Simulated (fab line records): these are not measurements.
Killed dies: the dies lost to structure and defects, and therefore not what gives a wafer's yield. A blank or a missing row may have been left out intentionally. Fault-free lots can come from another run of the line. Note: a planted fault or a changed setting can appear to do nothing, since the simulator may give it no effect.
Problem report in the 8D (eight disciplines) form, filled by code :: flow gf180mcu :: the parts of the form that need people (team, actions taken, sign-off) are left out

## 1. WHAT WENT WRONG
Wafers free of any fault read 0.0326 ohm/sq (standard deviation 0.00032) for TOP_METAL_ALCU_RS at GF_TOP_METAL_RS_MEAS_05, against a mean of 0.0359 ohm/sq on 2 wafers of 2 lots. That puts it +10 standard deviations away from the usual mean.
The step: measures by four-point-probe.
First observed at day 30 17:00: wafer L221.4, on film-metro-03. At this step, 30 wafers from 10 lots have a number in the record. Rule for "out", or "out of limits": more than 4 standard deviations from the usual mean. Any other wafer with a number is counted as sound.

## 2. WHAT IT IS AND WHAT IT IS NOT
question: which readings at this step
is: TOP_METAL_ALCU_RS
is not: -

question: which lots
is: L221, L222
is not: L210, L211, L213, L214, L226, L230, L231, L233

question: which wafers of those lots
is: L221.4, L222.1
is not: L221.1, L221.6, L222.4, L222.5

question: read on which gauges
is: film-metro-03, film-metro-04
is not: film-metro-02

question: when
is: from day 30 17:00
is not: up to then (14 sound wafers); but 14 sound wafers of L222, L226, L230, L231, L233 came after

## 3. WHAT RULES OUT EACH SUSPECT
Counting: a tool at a process step up to the reading stays a suspect if it ran every lot that is out. Sound lots after the first of them don't rule it out here, since some wafers of a struck lot are sound.
- ruled out: the gauge at GF_TOP_METAL_RS_MEAS_05. The wafers that are out were read on 2 gauges (film-metro-03, film-metro-04).
- pvd-sputter-04 at GF_MIM_SPUTTER_09 (material TiN, target thk 35 nm, time 29.2 s): kept. Every lot that is out went through it, the first being L221 (day 28 05:28); the last sound lot it ran before that was L213 (day 25 19:13).
- cmp-02 at GF_V5_CMP_04 (polishes SiO2): kept. Every lot that is out went through it, the first being L221 (day 29 20:41); the last sound lot it ran before that was L214 (day 27 16:14).
- pvd-sputter-01 at GF_TOP_METAL_SPUTTER_02 (material AlCu, target thk 900 nm, time 47.82 s): kept. Every lot that is out went through it, the first being L221 (day 30 16:55); the last sound lot it ran before that was L214 (day 28 13:56). Its own readings are out on those wafers: cathode-dc-power-W.
pvd-sputter-04 at GF_MIM_SPUTTER_09, cmp-02 at GF_V5_CMP_04 and pvd-sputter-01 at GF_TOP_METAL_SPUTTER_02 are what is left after counting.

## 4. THE CAUSE (what the simulator had put in)
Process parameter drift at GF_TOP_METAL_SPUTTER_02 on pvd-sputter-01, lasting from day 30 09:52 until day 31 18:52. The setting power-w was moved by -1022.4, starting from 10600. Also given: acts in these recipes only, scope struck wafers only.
Counting leaves 3 suspects; this tool is one of them.

## 5. THE EFFECT CHAIN, in route order
Rows list readings where the struck wafers' mean (over those with a number) sits beyond 3 standard deviations from the usual. Scope: only readings with a usual standard deviation given in the record; hours: median across lots of the time from each lot's start at the first step in this table that gives one to its start at this step; sigmas: change in usual standard deviations.
hours: 0
step: GF_TOP_METAL_SPUTTER_02
reading: cathode-dc-power-W
usual: 10600 W
on struck wafers: 9579
change: -1021
sigmas: -99 or more

hours: 0
step: GF_TOP_METAL_RS_MEAS_05
reading: TOP_METAL_ALCU_RS
usual: 0.0326 ohm/sq
on struck wafers: 0.0359
change: +0.0033
sigmas: +10

hours: 0
step: GF_TOP_METAL_THK_MEAS_06
reading: TOP_METAL_ALCU_THK
usual: 891 nm
on struck wafers: 810
change: -82
sigmas: -9.5

hours: 18
step: GF_TOP_METAL_METAL_ETCH_16
reading: oes-product-au
usual: 0.968 a.u.
on struck wafers: 0.920
change: -0.048
sigmas: -7.1

hours: 18
step: GF_TOP_METAL_METAL_ETCH_16
reading: throttle-valve-pct
usual: 28.255 %
on struck wafers: 28.307
change: +0.052
sigmas: +4.8
Here are the process steps it includes:
- GF_TOP_METAL_SPUTTER_02: material AlCu, target thk 900 nm, time 47.82 s.
- GF_TOP_METAL_METAL_ETCH_16: etches the open film in Cl2/BCl3, stops on SiO2, target depth 1077.5 nm, time 179.6 s.

## 6. HOW IT WOULD HAVE BEEN CAUGHT EARLIER
The first out-of-limits reading at a measuring or inspecting step in this record came at day 30 17:00, 7 hours after the fault's start at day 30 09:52.
At GF_TOP_METAL_SPUTTER_02, the tool's own readings (cathode-dc-power-W) were out on each struck wafer the step has a row for, so an alarm limit on them would have fired on the first such wafer.
Of the lots that are out (2), L222 began GF_TOP_METAL_SPUTTER_02 on pvd-sputter-01 after day 30 17:00. Holding the tool at that time would have saved it.
